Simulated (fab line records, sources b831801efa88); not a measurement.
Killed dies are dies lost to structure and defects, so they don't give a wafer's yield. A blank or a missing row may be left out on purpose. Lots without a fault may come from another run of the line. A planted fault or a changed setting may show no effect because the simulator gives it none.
fab line records | flow sky130
record lots=5 wafers=15 last_day=50
route steps=708 shown LDD_HVP@281 LDD_LDN@289
lots that met no fault: from a run of the same line without faults
start_h: hours from the record's first day to the start of the lot's first wafer shown | wait_h: hours since the lot's step before | " the same as in the row above | L1.1+2: a row that stands for several wafers | - no value, or no start given | * or withheld: withheld | < > ~ a bound
route shown NAME@n: a module of which the file shows steps, and the number in the route of the first | usual: mean/standard deviation of fault-free wafers | same: alike in all rows | chamber/n: place in a boat | sites: the reading at each site | _std_site: their standard deviation | _edge_site: outer sites' mean less inner sites' | radius_mm: how far each site lies from the wafer's centre | mask NAME#n: copy n | behind: the tool/chamber that last shaped the wafer | hold: why the lot was held/for how many hours/how that ended | device: the transistor (n, p or np) that didn't switch | end of line: the same wafers' tests at the end of the route | a step without rows: its recipe alone | killed: dies lost to structure and defects at the first sort, not the wafer's yield | map: a wafer's dies, x killed, . not, _ none there
set.NAME: the setting as run; set.NAME@STEP: as run at that earlier step | model.NAME: the simulator's own value behind a step, which no gauge read
lots at some steps of the route; a table a step, a row a wafer
services: from which hour (start_h, from the record's first day; less than 0 if before it) a tool's chamber was out of use, for how many hours, and why
## steps
# step SKY_LDD_HVP_SOFTBAKE_03
# recipe temp_c=90 time_s=60 resist=NOVOLAK
# step SKY_LDD_HVP_EXPOSE_04
# recipe mask_id=HVPTM na=0.6 source_shape=conventional sigma_outer=0.6 polarization=unpolarized target_cd_nm=700 dose_mj=86
# step SKY_LDD_HVP_PEB_05
# recipe temp_c=withheld time_s=* resist=NOVOLAK
# step SKY_LDD_HVP_DEVELOP_06
# recipe resist=NOVOLAK developer=TMAH develop_time_s=60 dev_temp_c=23
# step SKY_LDD_HVP_OVL_MEAS_07
# usual LDD_HVP_OVL=-0.2/1.5
# columns lot.wafer tool chamber start_h wait_h LDD_HVP_OVL[nm]
L782.2 overlay-01 - 524.49 0.1 -1.1
L782.5 " - " " -0.3
L782.6 " - " " 0.6
L788.2 overlay-02 - 593.51 0.1 0.9
L788.3 " - " " -0.3
L788.5 " - " " -1.3
L794.2 overlay-01 - 628.81 0.1 -1.8
L794.3 " - " " -1.1
L794.5 " - " " -1.5
L797.3 overlay-02 - 653.69 0.1 -0.6
L797.4 " - " " -0.8
L797.5 " - " " -1.9
L802.2 overlay-01 - 696.08 0.1 1.0
L802.4 " - " " -0.4
L802.5 " - " " -0.8
# step SKY_LDD_HVP_IMPLANT_08
# recipe species=B energy_kev=20 dose_cm2=1.7e+13 tilt_deg=17.9
# step SKY_LDD_HVP_STRIP_09
# recipe chemistry=O2/N2 power_w=1400 pressure_mtorr=1500 platen_temp_c=withheld o2_flow_sccm=3000 n2_flow_sccm=300 overash_fraction=0.5
# usual drypump_motor_current_A=6.0/0.56 oes_product_au=0.408/0.0048 strip_time_to_endpoint_s=4.134/0.016
# columns lot.wafer tool chamber start_h wait_h drypump_motor_current_A oes_product_au rf_hours_counter_h strip_time_to_endpoint_s
L782.2 plasma_asher-01 1 524.67 0.1 5.8 0.407 42 4.139
L782.5 " 1 " " 5.8 0.411 - 4.143
L782.6 " 0 " " 6.6 0.397 - 4.156
L788.2 plasma_asher-02 1 593.69 0.1 6.1 0.406 76 4.140
L788.3 " 1 " " 6.1 0.407 - 4.140
L788.5 " 1 " " 6.1 0.409 - 4.142
L794.2 plasma_asher-01 0 628.99 0.1 6.7 0.406 53 4.125
L794.3 " 0 " " 6.6 0.413 - 4.142
L794.5 " 1 " " 5.8 0.409 - 4.143
L797.3 plasma_asher-04 1 653.89 0.1 5.8 0.411 - 4.137
L797.4 " 0 " " 6.6 0.406 - 4.114
L797.5 " 1 " " 5.8 0.401 - 4.121
L802.2 plasma_asher-04 0 696.26 0.1 6.6 0.406 100 4.141
L802.4 " 0 " " 6.6 0.404 - 4.150
L802.5 " 1 " " 5.8 0.415 - 4.134
# step SKY_LDD_HVP_TW_MEAS_10
# usual LDD_HVP_TW=453/3.9
# columns lot.wafer tool chamber start_h wait_h LDD_HVP_TW
L782.2 film_metro-02 - 524.78 0.1 452
L782.5 " - " " 449
L782.6 " - " " 450
L788.2 film_metro-02 - 593.80 0.1 450
L788.3 " - " " 451
L788.5 " - " " 453
L794.2 film_metro-01 - 629.10 0.1 451
L794.3 " - " " 451
L794.5 " - " " 452
L797.3 film_metro-02 - 653.98 0.1 453
L797.4 " - " " 450
L797.5 " - " " 450
L802.2 film_metro-01 - 696.37 0.1 455
L802.4 " - " " 455
L802.5 " - " " 455
# step SKY_LDD_LDN_DEHYDRATE_00
# recipe temp_c=200 time_s=60
# step SKY_LDD_LDN_HMDS_01
# recipe prime_time_s=60 prime_temp_c=120
# step SKY_LDD_LDN_COAT_02
# recipe resist=NOVOLAK spin_rpm=3000 resist_thk_nm=1140
# step SKY_LDD_LDN_SOFTBAKE_03
# recipe temp_c=90 time_s=60 resist=NOVOLAK
# step SKY_LDD_LDN_EXPOSE_04
# recipe mask_id=LDNTM na=0.6 source_shape=conventional sigma_outer=0.6 polarization=unpolarized target_cd_nm=700 dose_mj=140
# columns lot.wafer tool chamber start_h wait_h mask
L782.2+5+6 iline_stepper-02 0 540.37 - LDNTM#0
L788.2+3+5 iline_stepper-01 0 608.52 - LDNTM_R1#0
L794.2+3+5 iline_stepper-01 0 643.77 - LDNTM#0
L797.3+4+5 iline_stepper-02 0 667.74 - LDNTM#0
L802.2+4+5 iline_stepper-01 0 711.02 - LDNTM#0
# step SKY_LDD_LDN_PEB_05
# recipe temp_c=withheld time_s=* resist=NOVOLAK
## services
# columns tool chamber start_h hours kind
iline_stepper-02 - 502.64 15.6 repair
iline_stepper-02 - 546.28 1.7 pm
iline_stepper-02 - 585.55 10.3 repair
plasma_asher-04 - 588.68 2.8 pm
iline_stepper-01 - 623.63 1.2 repair
plasma_asher-04 - 633.45 12.5 repair
plasma_asher-01 - 643.15 0.6 repair
iline_stepper-02 - 687.28 1.0 repair
iline_stepper-01 - 701.99 1.7 pm
plasma_asher-02 - 702.07 2.5 repair
## key
first_sign step=SKY_LDD_LDN_EXPOSE_04 reading=mask direction=changed
effect none on later readings
met_at SKY_LDD_LDN_EXPOSE_04
struck_wafers L788.2,L788.3,L788.5
sort_left_out L788.2,L788.3,L788.5
tester_left_out L788
fault kind=wrong_mask tool=any chamber=- onset_h=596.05 steps=SKY_LDD_LDN_EXPOSE_04 aux_copy=LDNTM_R1#0 cd_offset_nm=105 scope=struck_lots_only
# tester_left_out: of these lots the tester's yield and bins aren't shown, on N5 and GAA mostly nor the transistor test; their killed dies are dies lost to structure and defects alone, not to doping, threshold or leakage, so they don't give the yield
# sort_left_out: the simulated sort isn't trusted on such a fault, so these wafers' sort isn't shown, and their yield isn't known
